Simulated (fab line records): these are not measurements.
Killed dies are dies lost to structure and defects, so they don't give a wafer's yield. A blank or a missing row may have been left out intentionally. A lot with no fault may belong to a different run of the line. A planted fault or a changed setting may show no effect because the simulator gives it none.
fab line records	flow sfq_line
record: lots: 6	wafers: 18	last_day: 80
route steps=325 shown M2@92 I2@103
lots untouched by any fault: they come from a run of this same line in which no faults occurred
start_h: hours from the record's opening day to when the first of the lot's shown wafers began	wait_h: time in hours since the lot's previous step	" as in the row above	L1.1+2: a row that stands for several wafers	- no value, or no start was given	* or withheld: withheld	< > ~ a bound
route shown NAME@n: names a module that has steps shown in the file, with the first one's number in the route	usual: average and standard deviation across the fault-free wafers	same: alike in all rows	chamber/n: place in a boat	sites: per-site readings	_std_site: how widely they spread, as a standard deviation	_edge_site: mean of outer sites minus mean of inner sites	radius_mm: how far each site lies from the wafer's centre	mask NAME#n: copy n	behind: tool/chamber where the wafer was last shaped	hold: cause of the lot's hold/its duration in hours/its outcome	device: the transistor (n, p or np) that didn't switch	end of line: at the end of the route, the tests of the same wafers	a step with no rows: only its recipe	killed: the dies lost at the first sort to structure and to defects; this is not the yield of the wafer	map: a wafer's dies, marking killed ones x, the rest . and places with no die _
set.NAME: setting as actually run; set.NAME@STEP: the setting as run at that earlier step	model.NAME: the simulator's own value behind a step, which no gauge read
certain route steps with their lots: each step a table, each wafer a row
services: the hour from which a tool's chamber was out of use, counted from the record's first day as start_h (under 0 if before that day), plus the number of hours and why
== steps ==
step: SFQ_TRILAYER_M2_LITHO_COAT_062
recipe: resist: BARC	spin_rpm: 3000	resist_thk_nm: 62
step: SFQ_TRILAYER_M2_LITHO_COAT_057
recipe: resist: KrF	spin_rpm: 3000	resist_thk_nm: 600
step: SFQ_TRILAYER_M2_LITHO_SOFTBAKE_061
recipe: temp_c: withheld	time_s: withheld	resist: KrF
step: SFQ_TRILAYER_M2_LITHO_EXPOSE_058
recipe: mask_id: M2	na: 0.6	source_shape: conventional	sigma_outer: 0.65	target_cd_nm: 500	dose_mj: 14.4
step: SFQ_TRILAYER_M2_LITHO_PEB_060
recipe: peb_temp_c: 115	peb_time_s: 60	resist: KrF
step: SFQ_TRILAYER_M2_LITHO_DEVELOP_059
recipe: time_s: 60	resist: KrF
step: SFQ_M2_OVL_MEAS_916
usual: M2_OVL: -1/4.9
lot.wafer	tool	chamber	start_h	wait_h	M2_OVL[nm]
L544.1	overlay-02	-	541.52	0.1	2
L544.2	"	-	"	"	3
L544.6	"	-	"	"	5
L549.1	overlay-01	-	714.22	0.1	-4
L549.2	"	-	"	"	7
L549.6	"	-	"	"	-4
L550.2	overlay-01	-	717.83	0.1	2
L550.4	"	-	"	"	-3
L550.5	"	-	"	"	1
L554.2	overlay-02	-	732.23	0.1	-10
L554.3	"	-	"	"	-7
L554.6	"	-	"	"	0
L556.2	overlay-01	-	738.07	0.1	-2
L556.5	"	-	"	"	5
L556.6	"	-	"	"	-4
L560.2	overlay-01	-	746.75	0.1	3
L560.3	"	-	"	"	-5
L560.4	"	-	"	"	-2
step: SFQ_TRILAYER_M2_BARC_OPEN_METAL_ETCH_077
recipe: mask_material: PR	chemistry: O2	target_depth_nm: 125	target: BARC	icp_w: 600	bias_w: 80	pressure_mtorr: 10	time_s: 41.7
usual: drypump_motor_current_A: 5.92/0.3	oes_product_au: 0.684/0.0046
same: time_s: 41.7
lot.wafer	tool	chamber	start_h	wait_h	drypump_motor_current_A	oes_product_au	rf_hours_counter_h
L544.1	rie_metal-03	1	541.56	0.0	6.28	0.690	65
L544.2	"	1	"	"	6.24	0.680	-
L544.6	"	1	"	"	6.25	0.679	-
L549.1	rie_metal-01	1	714.26	0.0	5.75	0.682	159
L549.2	"	0	"	"	5.78	0.695	123
L549.6	"	0	"	"	5.77	0.687	-
L550.2	rie_metal-04	0	717.86	0.0	6.31	0.679	14
L550.4	"	1	"	"	5.69	0.688	-
L550.5	"	0	"	"	6.32	0.685	-
L554.2	rie_metal-01	0	732.26	0.0	5.76	0.683	127
L554.3	"	1	"	"	5.76	0.695	-
L554.6	"	0	"	"	5.78	0.684	-
L556.2	rie_metal-04	0	738.10	0.0	6.33	0.678	17
L556.5	"	1	"	"	5.71	0.686	-
L556.6	"	0	"	"	6.35	0.685	-
L560.2	rie_metal-03	0	746.78	0.0	5.56	0.692	130
L560.3	"	1	"	"	6.29	0.684	-
L560.4	"	0	"	"	5.54	0.690	-
step: SFQ_TRILAYER_M2_ETCH_METAL_ETCH_060
recipe: target: Nb	stop_on: SiO2	mask_material: PR	chemistry: Cl2/Ar	target_depth_nm: 240	icp_w: 600	bias_w: 80	pressure_mtorr: 10	time_s: 120
usual: drypump_motor_current_A: 5.92/0.29	oes_product_au: 0.888/0.0069
same: time_s: 120
lot.wafer	tool	chamber	start_h	wait_h	drypump_motor_current_A	oes_product_au	rf_hours_counter_h
L544.1	rie_metal-03	1	541.68	0.1	6.31	0.891	65
L544.2	"	1	"	"	6.27	0.895	-
L544.6	"	1	"	"	6.28	0.888	-
L549.1	rie_metal-01	1	714.32	0.0	5.69	0.872	159
L549.2	"	0	"	"	5.79	0.879	123
L549.6	"	0	"	"	5.79	0.890	-
L550.2	rie_metal-04	0	717.92	0.0	6.31	0.889	14
L550.4	"	1	"	"	5.70	0.883	-
L550.5	"	0	"	"	6.33	0.885	-
L554.2	rie_metal-01	0	732.32	0.0	5.72	0.884	127
L554.3	"	1	"	"	5.71	0.891	-
L554.6	"	0	"	"	5.72	0.874	-
L556.2	rie_metal-04	0	738.16	0.0	6.34	0.879	17
L556.5	"	1	"	"	5.69	0.877	-
L556.6	"	0	"	"	6.33	0.889	-
L560.2	rie_metal-03	0	746.84	0.0	5.55	0.880	130
L560.3	"	1	"	"	6.28	0.886	-
L560.4	"	0	"	"	5.55	0.881	-
step: SFQ_TRILAYER_M2_STRIP_STRIP_061
recipe: gas: O2	power_w: 200	platen_temp_c: 40	overash_fraction: 0.65	chemistry: O2	pressure_mtorr: 50
usual: drypump_motor_current_A: 5.92/0.3	oes_product_au: 1.004/0.011	platen_temp_c: 40.01/0.11
same: overash_fraction: 0.65
lot.wafer	tool	chamber	start_h	wait_h	drypump_motor_current_A	oes_product_au	platen_temp_c	rf_hours_counter_h
L544.1	rie_metal-03	1	541.93	0.2	6.28	1.014	39.96	65
L544.2	"	1	"	"	6.27	1.010	39.83	-
L544.6	"	1	"	"	6.28	1.001	40.13	-
L549.1	rie_metal-01	1	714.44	0.1	5.70	1.002	39.89	159
L549.2	"	0	"	"	5.78	0.990	40.09	123
L549.6	"	0	"	"	5.77	1.000	40.06	-
L550.2	rie_metal-04	0	718.04	0.1	6.31	1.008	40.13	14
L550.4	"	1	"	"	5.68	1.009	40.14	-
L550.5	"	0	"	"	6.33	1.012	40.14	-
L554.2	rie_metal-01	0	732.44	0.1	5.81	0.991	40.01	127
L554.3	"	1	"	"	5.78	0.993	40.18	-
L554.6	"	0	"	"	5.82	0.994	40.11	-
L556.2	rie_metal-04	0	738.28	0.1	6.33	1.015	39.83	18
L556.5	"	1	"	"	5.69	1.013	40.04	-
L556.6	"	0	"	"	6.33	1.003	40.03	-
L560.2	rie_metal-03	0	746.97	0.1	5.56	1.007	39.85	130
L560.3	"	1	"	"	6.27	1.020	40.01	-
L560.4	"	0	"	"	5.56	1.010	40.07	-
step: SFQ_TRILAYER_M2_STRIP_SOLV_CLEAN_062
recipe: chemistry: NMP	temp_c: 70	time_s: 600
step: SFQ_TRILAYER_I2_DEP_PECVD_063
recipe: material: SiO2	temp_c: 150	time_s: 111.11	pressure_torr: 2.4	rf_w: 183.3	precursor: SiH4/N2O	target_thk_nm: 500
usual: heater_power_w: 81/8.8	rf_fwd_power_W: 182.4/0.6	throttle_valve_pct: 24.7/1.9
same: time_s: 111.11
lot.wafer	tool	chamber	start_h	wait_h	heater_power_w	rf_fwd_power_W	throttle_valve_pct	model.SiO2_of_TRILAYER_I2_DEP_PECVD_063.thk_nm
L544.1	pecvd-03	1	543.30	0.0	74	183.0	24.4	501.2
L544.2	"	2	"	"	89	183.0	27.3	497.5
L544.6	"	2	"	"	90	181.6	27.1	502.7
L549.1	pecvd-02	0	715.22	0.0	83	182.6	26.3	507.1
L549.2	"	2	"	"	72	182.4	25.0	508.1
L549.6	"	2	"	"	60	182.3	25.3	511.1
L550.2	pecvd-03	0	718.82	0.0	92	153.6	23.8	470.8
L550.4	"	0	"	"	94	153.7	23.6	479.3
L550.5	"	1	"	"	94	152.9	22.4	478
L554.2	pecvd-04	1	733.22	0.0	75	183.0	24.9	494.1
L554.3	"	0	"	"	92	181.7	23.3	492.6
L554.6	"	1	"	"	79	183.1	24.9	502.7
L556.2	pecvd-03	0	739.06	0.0	100	153.1	23.3	474.2
L556.5	"	2	"	"	99	153.1	22.6	480.8
L556.6	"	0	"	"	103	152.8	23.6	482.2
L560.2	pecvd-02	0	747.74	0.0	87	182.9	26.2	502.7
L560.3	"	1	"	"	86	181.0	27.3	499.6
L560.4	"	1	"	"	72	182.6	26.9	508.1
step: SFQ_TRILAYER_I2_CMP_CMP_064
recipe: material: SiO2	down_force_psi: 3	platen_rpm: 60	pad_velocity_m_s: 0.94248
usual: motor_current_A: 10.2/0.85	platen_rpm: 60.00/0.038	retaining_ring_pressure_frac: 1.000/0.0053	time_to_endpoint_s: 216/7
lot.wafer	tool	chamber	start_h	wait_h	motor_current_A	platen_rpm	retaining_ring_pressure_frac	time_to_endpoint_s
L544.1	cmp-02	2	543.90	0.6	9.9	59.91	0.999	222
L544.2	"	0	544.90	1.6	10.5	59.99	0.992	216
L544.6	"	1	"	"	8.9	59.95	1.007	231
L549.2	cmp-01	3	716.99	1.7	10.8	60.02	0.989	212
L549.1	"	1	717.99	2.7	11.5	59.99	0.994	215
L549.6	"	3	718.99	3.7	10.9	60.05	1.002	224
L550.2	cmp-02	2	720.09	1.2	9.6	59.96	1.008	203
L550.4	"	0	721.09	2.2	10.9	59.94	1.002	206
L550.5	"	3	722.59	3.7	10.1	60.05	0.996	201
L554.3	cmp-02	3	734.49	1.2	9.9	60.03	0.992	209
L554.2	"	1	735.49	2.2	9.1	60.00	1.001	218
L554.6	"	3	736.49	3.2	10.4	60.01	0.996	210
L556.2	cmp-02	1	740.49	1.4	9.1	60.01	1.009	196
L556.5	"	1	742.49	3.4	8.8	59.99	1.006	205
L556.6	"	2	"	"	10.1	59.99	0.999	206
L560.2	cmp-01	2	748.42	0.6	9.9	60.05	1.004	208
L560.4	"	0	749.42	1.6	11.5	59.97	1.003	218
L560.3	"	1	"	"	11.5	60.01	0.997	212
== services ==
tool	chamber	start_h	hours	kind
cmp-02	-	521.74	0.6	repair
pecvd-04	0	524.80	15.1	repair
rie_metal-03	1	531.38	1.5	repair
rie_metal-01	-	533.91	2.8	pm
pecvd-04	-	536.48	14.6	pm
pecvd-03	-	563.75	14.0	pm
cmp-01	-	563.87	4.0	repair
cmp-02	-	568.76	1.3	repair
rie_metal-01	-	572.83	2.1	repair
cmp-02	-	573.41	4.0	pm
rie_metal-04	0	585.07	8.9	repair
cmp-02	-	588.11	6.7	pm
cmp-01	-	596.19	6.6	pm
cmp-02	-	596.20	2.4	repair
rie_metal-04	-	603.92	14.6	pm
cmp-01	-	630.01	4.1	repair
rie_metal-01	-	652.68	4.0	pm
rie_metal-04	-	670.93	1.4	pm
rie_metal-01	0	679.05	3.2	repair
pecvd-04	-	687.21	0.8	repair
pecvd-03	-	694.15	1.4	repair
rie_metal-03	1	718.17	6.1	repair
pecvd-04	-	724.41	0.4	repair
pecvd-02	1	728.69	7.8	repair
== key ==
first_sign: step: SFQ_TRILAYER_I2_DEP_PECVD_063	reading: rf_fwd_power_W	direction: down	sigmas: 49	usual: 182.4	struck: 153.2
effect: step: SFQ_TRILAYER_I2_DEP_PECVD_063	reading: heater_power_w	direction: up	sigmas: 1.9	usual: 81	struck: 97
model_effect: step: SFQ_TRILAYER_I2_DEP_PECVD_063	value: SiO2_of_TRILAYER_I2_DEP_PECVD_063.thk_nm	without: 503.1	struck: 477.5
met_at SFQ_TRILAYER_I2_DEP_PECVD_063
struck_wafers L550.2,L550.4,L550.5,L556.2,L556.5,L556.6
onset_between 543.30 718.82
fault: kind: process_parameter_drift	tool: pecvd-03	chamber: -	onset_h: 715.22	steps: SFQ_TRILAYER_I2_DEP_PECVD_063	channel: rf_w	offset: -29.328	shape: step	end_h: 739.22	acts_in: these_recipes_only	stated: 183.3
